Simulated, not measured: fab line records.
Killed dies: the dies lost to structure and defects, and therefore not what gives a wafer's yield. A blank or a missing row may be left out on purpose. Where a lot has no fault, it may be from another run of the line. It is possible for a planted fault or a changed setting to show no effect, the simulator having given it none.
Which of the tools did it? | flow sky130 | Sampling: 14 lots, 42 wafers, 5 of 708 route steps

== WHAT EACH GAUGE READ, for each wafer ==
SKY_GATE_OXIDE_OVL_MEAS_10. Usual: GATE_OXIDE_OVL 0.6 nm, standard deviation 1.5.
lot  | measured     | on         | GATE_OXIDE_OVL (nm) | flag
L277 | day 13 16:36 | overlay-01 | 0.1 0.3 0.2         |
L278 | day 14 00:26 | overlay-02 | -0.5 -0.1 -0.2      |
L279 | day 14 09:38 | overlay-01 | 3.5 3.6 2.7         |
L280 | day 15 00:16 | overlay-02 | 2.7 2.0 1.7         |
L281 | day 15 04:23 | overlay-01 | 1.2 1.0 0.4         |
L282 | day 15 10:27 | overlay-02 | -0.2 -0.3 -0.2      |
L283 | day 15 15:39 | overlay-01 | -0.6 1.2 -3.2       |
L286 | day 16 20:08 | overlay-01 | 0.7 -0.2 0.4        |
L288 | day 17 12:56 | overlay-01 | 0.9 -0.8 -0.4       |
L289 | day 18 05:06 | overlay-02 | 2.6 2.9 1.9         |
L297 | day 21 00:51 | overlay-01 | 0.8 -0.5 1.3        |
L298 | day 21 05:59 | overlay-02 | 1.0 1.2 0.8         |
L299 | day 21 13:17 | overlay-02 | -0.2 -0.1 1.5       |
L300 | day 21 21:00 | overlay-01 | 1.4 0.3 1.3         |

SKY_POLY_GATE_THK_MEAS_01. Usual: POLY_GATE_CVD_00_THK 179.9 nm, standard deviation 1.6.
lot  | measured     | on            | POLY_GATE_CVD_00_THK (nm) | flag
L277 | day 13 19:50 | film metro-01 | 179.4 179.7 179.4         |
L278 | day 14 04:28 | film metro-03 | 182.3 184.2 183.6         |
L279 | day 14 13:55 | film metro-03 | 182.4 181.2 180.0         |
L280 | day 15 03:47 | film metro-01 | 177.2 178.5 177.5         |
L281 | day 15 08:17 | film metro-01 | 178.3 180.6 180.1         |
L282 | day 15 15:51 | film metro-01 | 177.0 179.1 179.7         |
L283 | day 15 21:43 | film metro-02 | 180.9 180.2 179.4         |
L286 | day 17 00:10 | film metro-03 | 179.0 178.6 179.4         |
L288 | day 17 19:40 | film metro-03 | 246.2 247.2 245.7         | OFF
L289 | day 18 08:41 | film metro-02 | 242.3 242.1 243.3         | OFF
L297 | day 21 04:05 | film metro-02 | 178.6 178.1 178.6         |
L298 | day 21 09:14 | film metro-02 | 179.3 179.5 178.1         |
L299 | day 21 17:31 | film metro-01 | 176.8 176.0 179.0         |
L300 | day 22 00:50 | film metro-02 | 179.2 179.2 178.9         |

== WHAT TOOL EACH LOT RAN ON (gives the tool, then ch and the chambers of the sampled wafers, and finally the start) ==
lot  | SKY_SONOS_ONO_STRIP_17               | SKY_GATE_OXIDE_STRIP_13              | SKY_POLY_GATE_CVD_00
L277 | plasma asher-02 ch 0, day 12 13:14   | plasma asher-04 ch 0,1, day 13 16:53 | lpcvd-01 ch 1, day 13 18:38
L278 | plasma asher-03 ch 0,1, day 12 20:29 | plasma asher-04 ch 0,1, day 14 00:44 | lpcvd-01 ch 0, day 14 03:16
L279 | plasma asher-02 ch 0,1, day 13 04:34 | plasma asher-02 ch 0, day 14 09:56   | lpcvd-01 ch 0, day 14 12:43
L280 | plasma asher-02 ch 0,1, day 13 17:58 | plasma asher-02 ch 0,1, day 15 00:34 | lpcvd-01 ch 0, day 15 02:33
L281 | plasma asher-02 ch 0,1, day 14 00:07 | plasma asher-01 ch 0,1, day 15 04:41 | lpcvd-01 ch 1, day 15 07:05
L282 | plasma asher-02 ch 0,1, day 14 05:20 | plasma asher-01 ch 0,1, day 15 10:45 | lpcvd-01 ch 0, day 15 14:37
L283 | plasma asher-04 ch 0,1, day 14 11:05 | plasma asher-04 ch 0, day 15 15:56   | lpcvd-01 ch 1, day 15 20:31
L286 | plasma asher-04 ch 0,1, day 15 13:32 | plasma asher-04 ch 0,1, day 16 20:26 | lpcvd-01 ch 0, day 16 22:58
L288 | plasma asher-02 ch 0,1, day 16 05:50 | plasma asher-01 ch 0,1, day 17 13:15 | lpcvd-01 ch 1, day 17 18:26
L289 | plasma asher-02 ch 0,1, day 16 22:14 | plasma asher-01 ch 0,1, day 18 05:31 | lpcvd-01 ch 1, day 18 07:28
L297 | plasma asher-02 ch 0,1, day 19 15:23 | plasma asher-04 ch 0,1, day 21 01:09 | lpcvd-01 ch 1, day 21 02:52
L298 | plasma asher-03 ch 0,1, day 19 21:25 | plasma asher-02 ch 0,1, day 21 06:19 | lpcvd-01 ch 0, day 21 08:01
L299 | plasma asher-03 ch 0,1, day 20 04:31 | plasma asher-01 ch 0,1, day 21 13:34 | lpcvd-01 ch 0, day 21 16:19
L300 | plasma asher-02 ch 0,1, day 20 08:58 | plasma asher-04 ch 0,1, day 21 21:17 | lpcvd-01 ch 0, day 21 23:01
- SKY_SONOS_ONO_STRIP_17: strips in O2/N2.
- SKY_GATE_OXIDE_STRIP_13: strips in O2/N2.
- SKY_POLY_GATE_CVD_00: deposits poly-Si, target thk 180 nm, time 720 s.

== WHAT THE TOOLS THEMSELVES READ (means of the sampled wafers that have a number; where no wafer has one, the mark that the record gives instead) ==
SKY_SONOS_ONO_STRIP_17. Usual: drypump motor current A 5.7 A, standard deviation 0.43; oes product au 0.710 a.u., standard deviation 0.0045; strip time to endpoint s 14.08 s, standard deviation 0.045.
lot  | tool            | drypump motor current A (A) | oes product au (a.u.) | strip time to endpoint s (s) | flag
L277 | plasma asher-02 | 5.2                         | 0.714                 | 14.12                        |
L278 | plasma asher-03 | 5.6                         | 0.706                 | 14.08                        |
L279 | plasma asher-02 | 5.6                         | 0.709                 | 14.07                        |
L280 | plasma asher-02 | 5.5                         | 0.708                 | 14.06                        |
L281 | plasma asher-02 | 5.5                         | 0.713                 | 14.07                        |
L282 | plasma asher-02 | 5.6                         | 0.710                 | 14.10                        |
L283 | plasma asher-04 | 6.1                         | 0.712                 | 14.13                        |
L286 | plasma asher-04 | 5.8                         | 0.713                 | 14.11                        |
L288 | plasma asher-02 | 5.9                         | 0.704                 | 14.10                        |
L289 | plasma asher-02 | 5.9                         | 0.712                 | 13.96                        |
L297 | plasma asher-02 | 5.6                         | 0.712                 | 14.12                        |
L298 | plasma asher-03 | 5.6                         | 0.709                 | 14.03                        |
L299 | plasma asher-03 | 5.4                         | 0.710                 | 14.03                        |
L300 | plasma asher-02 | 5.9                         | 0.706                 | 14.09                        |

SKY_GATE_OXIDE_STRIP_13. Usual: drypump motor current A 5.7 A, standard deviation 0.4; oes product au 0.716 a.u., standard deviation 0.0044; strip time to endpoint s 14.41 s, standard deviation 0.04.
lot  | tool            | drypump motor current A (A) | oes product au (a.u.) | strip time to endpoint s (s) | flag
L277 | plasma asher-04 | 5.8                         | 0.715                 | 14.45                        |
L278 | plasma asher-04 | 5.8                         | 0.713                 | 14.38                        |
L279 | plasma asher-02 | 5.2                         | 0.719                 | 14.45                        |
L280 | plasma asher-02 | 5.6                         | 0.718                 | 14.41                        |
L281 | plasma asher-01 | 5.4                         | 0.716                 | 14.37                        |
L282 | plasma asher-01 | 5.4                         | 0.711                 | 14.47                        |
L283 | plasma asher-04 | 5.6                         | 0.721                 | 14.41                        |
L286 | plasma asher-04 | 6.1                         | 0.715                 | 14.34                        |
L288 | plasma asher-01 | 5.4                         | 0.716                 | 14.41                        |
L289 | plasma asher-01 | 5.5                         | 0.720                 | 14.38                        |
L297 | plasma asher-04 | 5.8                         | 0.714                 | 14.42                        |
L298 | plasma asher-02 | 5.6                         | 0.717                 | 14.44                        |
L299 | plasma asher-01 | 5.4                         | 0.717                 | 14.41                        |
L300 | plasma asher-04 | 5.8                         | 0.717                 | 14.42                        |

SKY_POLY_GATE_CVD_00. Usual: zone power bottom pct 13.42 %, standard deviation 0.12.
lot  | tool     | zone power bottom pct (%) | flag
L277 | lpcvd-01 | 13.63                     |
L278 | lpcvd-01 | 13.28                     |
L279 | lpcvd-01 | 13.37                     |
L280 | lpcvd-01 | 13.33                     |
L281 | lpcvd-01 | 13.40                     |
L282 | lpcvd-01 | 13.30                     |
L283 | lpcvd-01 | 13.51                     |
L286 | lpcvd-01 | 13.35                     |
L288 | lpcvd-01 | 13.43                     |
L289 | lpcvd-01 | 13.47                     |
L297 | lpcvd-01 | 13.54                     |
L298 | lpcvd-01 | 13.44                     |
L299 | lpcvd-01 | 13.42                     |
L300 | lpcvd-01 | 13.46                     |

== THE ANSWER, worked out from the rows above alone ==
Rule: take the mean of a lot's wafers that have a number; if it is more than 3 standard deviations from the usual mean, the lot is off. A lot without any number at a reading at which 4 lots or more have one is off too. All remaining lots with rows at the step are treated as sound. The gauges are gone through in route order, then the tools' own readings, and for those a lot's mean is taken as printed above. The first step at which some lot is off is used, and at that step the reading that is off furthest; a lot without a number counts as furthest.
Off: at SKY_POLY_GATE_THK_MEAS_01 (POLY_GATE_CVD_00_THK), L288, L289.
If a tool, at a process step before that reading, ran all the lots that are off and no sound lot after the first of them, it fits. Gauges at SKY_POLY_GATE_THK_MEAS_01: tried the same way as those tools. Of those tried, none fits.

== WHAT HAD BEEN PUT IN BY THE SIMULATOR ==
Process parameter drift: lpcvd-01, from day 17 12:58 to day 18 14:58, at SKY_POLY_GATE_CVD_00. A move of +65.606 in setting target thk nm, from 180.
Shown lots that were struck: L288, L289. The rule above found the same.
